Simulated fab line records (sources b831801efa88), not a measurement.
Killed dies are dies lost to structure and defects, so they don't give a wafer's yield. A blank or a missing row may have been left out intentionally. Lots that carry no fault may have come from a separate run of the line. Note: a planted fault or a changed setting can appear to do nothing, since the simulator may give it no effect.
Comparing a struck lot with a sound one | flow sky130 | 17 out of 708 route steps
Sound: wafers L573.1, L573.4, L573.5. Struck: wafers L583.2, L583.5, L583.6. Last of all comes the cause.
Order at every step that has rows: each side's tool, ch and its chambers, its first start. Under that, the readings that differ: sound wafers | struck wafers | difference of the means | sigmas: that difference in standard deviations of wafers without a fault.
alike: readings whose means differ by less than 2 such deviations, and words and numbers that are the same on both sides. not compared: withheld readings, readings that some wafer has no value for, bounds like >300 that may hide the same value, and numbers for which the record gives no deviation and whose values overlap.
A row with sigmas, a row that says differs or no value, or rows on one side alone: a step with any of these is where the two part. Non-overlapping numbers with no deviation appear without sigmas and do not part them. Lack of a reading on every wafer of one side parts them only where that side has two or more wafers.

SKY_VIA2_CMP_02: polishes SiO2.
  sound on cmp-01 ch 2,3, day 35 08:17; struck on cmp-01 ch 0,2,3, day 38 08:10
  alike: motor current A
SKY_VIA2_BOW_MEAS_03:
  sound on film metro-03, day 35 08:35; struck on film metro-03, day 38 08:23
  alike: VIA2_BOW
then, 8 steps without rows for these wafers: SKY_VIA2_DEHYDRATE_04 (time 60 s); SKY_VIA2_HMDS_05 (prime time 60 s); SKY_VIA2_COAT_06 (resist thk 60 nm); SKY_VIA2_COAT_07 (resist thk 450 nm); SKY_VIA2_SOFTBAKE_08 (time 90 s); SKY_VIA2_EXPOSE_09 (exposes mask VIM2, target cd 200 nm); SKY_VIA2_PEB_10; SKY_VIA2_DEVELOP_11 (develop time 60 s).
SKY_VIA2_CD_MEAS_12: target cd 200 nm.
  sound on cd sem-02, day 36 09:56; struck on cd sem-01, day 39 09:17
  reading    | sound             | struck            | difference | sigmas
  cd nm (nm) | 199.8 198.4 199.2 | 203.2 203.1 202.4 | +3.8       | +2
SKY_VIA2_OVL_MEAS_13:
  sound on overlay-01, day 36 10:03; struck on overlay-02, day 39 09:23
  alike: VIA2_OVL
SKY_VIA2_ETCH_14: etches BARC in N2/H2, stops on SiO2, time 45.9 s, target depth 60 nm.
  sound on rie diel-01 ch 0,1, day 36 10:05; struck on rie diel-01 ch 1,2,3, day 39 09:25
  reading                                     | sound                | struck               | difference                    | sigmas
  bias w (W)                                  | 100.13 99.77 100.14  | - - -                | no value on the struck wafers |
  oes product au (a.u.)                       | 0.852 0.852 0.853    | 1.013 0.995 1.008    | +0.153                        | +31
  run length s (s)                            | 73.9 73.8 74.4       | 62.7 61.4 62.8       | -11.7                         | -29
  throttle valve pct (%)                      | 13.222 13.217 13.223 | 13.241 13.225 13.249 | +0.018                        | +2
  model.KrF-thick_of_VIA2_COAT_07.thk nm (nm) | 390.8 389.9 391.2    | 403 402.8 402.1      | +12                           |
  model.etch.depth nm (nm)                    | 59.79 59.98 59.81    | 58.62 58.63 59.08    | -1.08                         |
  alike: drypump motor current A
  not compared: rf hours counter h
SKY_VIA2_ETCH_15: etches SiO2 in C4F8/O2/Ar, stops on TiN, target depth 546 nm, time 84 s.
  sound on rie diel-01 ch 0,1, day 36 10:07; struck on rie diel-01 ch 1,2,3, day 39 09:28
  reading                                     | sound             | struck            | difference | sigmas
  model.KrF-thick_of_VIA2_COAT_07.thk nm (nm) | 279.1 278.8 281.1 | 294.5 293.6 291.7 | +13.6      |
  alike: bias w, oes product au, run length s
  not compared: rf hours counter h
SKY_VIA2_STRIP_16: strips in O2/N2.
  sound on plasma asher-02 ch 0,1, day 36 10:11; struck on plasma asher-03 ch 0,1, day 39 09:31
  reading                      | sound             | struck            | difference | sigmas
  oes product au (a.u.)        | 0.399 0.393 0.394 | 0.402 0.406 0.407 | +0.010     | +2
  strip time to endpoint s (s) | 3.985 3.999 4.006 | 4.159 4.165 4.127 | +0.154     | +7
  alike: drypump motor current A
  not compared: rf hours counter h
then, 1 step without rows for these wafers: SKY_VIA2_STRIP_17 (strips in post etch residue remover, time 1200 s).
-- the record jumps here: 9 days lie between the struck wafers' starts before and after (it left off in module VIA2 and takes up again in module PAD_OPEN, whose first step shown is number 708 of the route) --
SKY_PAD_OPEN_PROBE_99:
  sound on prober-01, day 45 20:42; struck on prober-02, day 48 03:06
  reading                       | sound            | struck           | difference | sigmas
  model.etest.via2 chain.rc ohm | 10.16 9.501 10.1 | 10.34 10.6 10.57 | +0.58      |
  alike: defect limited yield, killed_at_M0_to_M3, killed_at_M4_up, killed at contacts, killed at front end, killed at other, killed dies, killed on rim, killed open, killed short, sort_bin_3_pad_short, sort_bin_5_function, sort_bin_6_memory, sort n pass, sort yield pct
  not compared: model.etest.res pdiff.width nm, model.etest.res ndiff.width nm

WHERE THEY PART
First at SKY_VIA2_CD_MEAS_12; last, within this record, at SKY_VIA2_STRIP_16. Later steps at which nothing parts them and some readings are alike: SKY_PAD_OPEN_PROBE_99.

WHY: what had been put in by the simulator
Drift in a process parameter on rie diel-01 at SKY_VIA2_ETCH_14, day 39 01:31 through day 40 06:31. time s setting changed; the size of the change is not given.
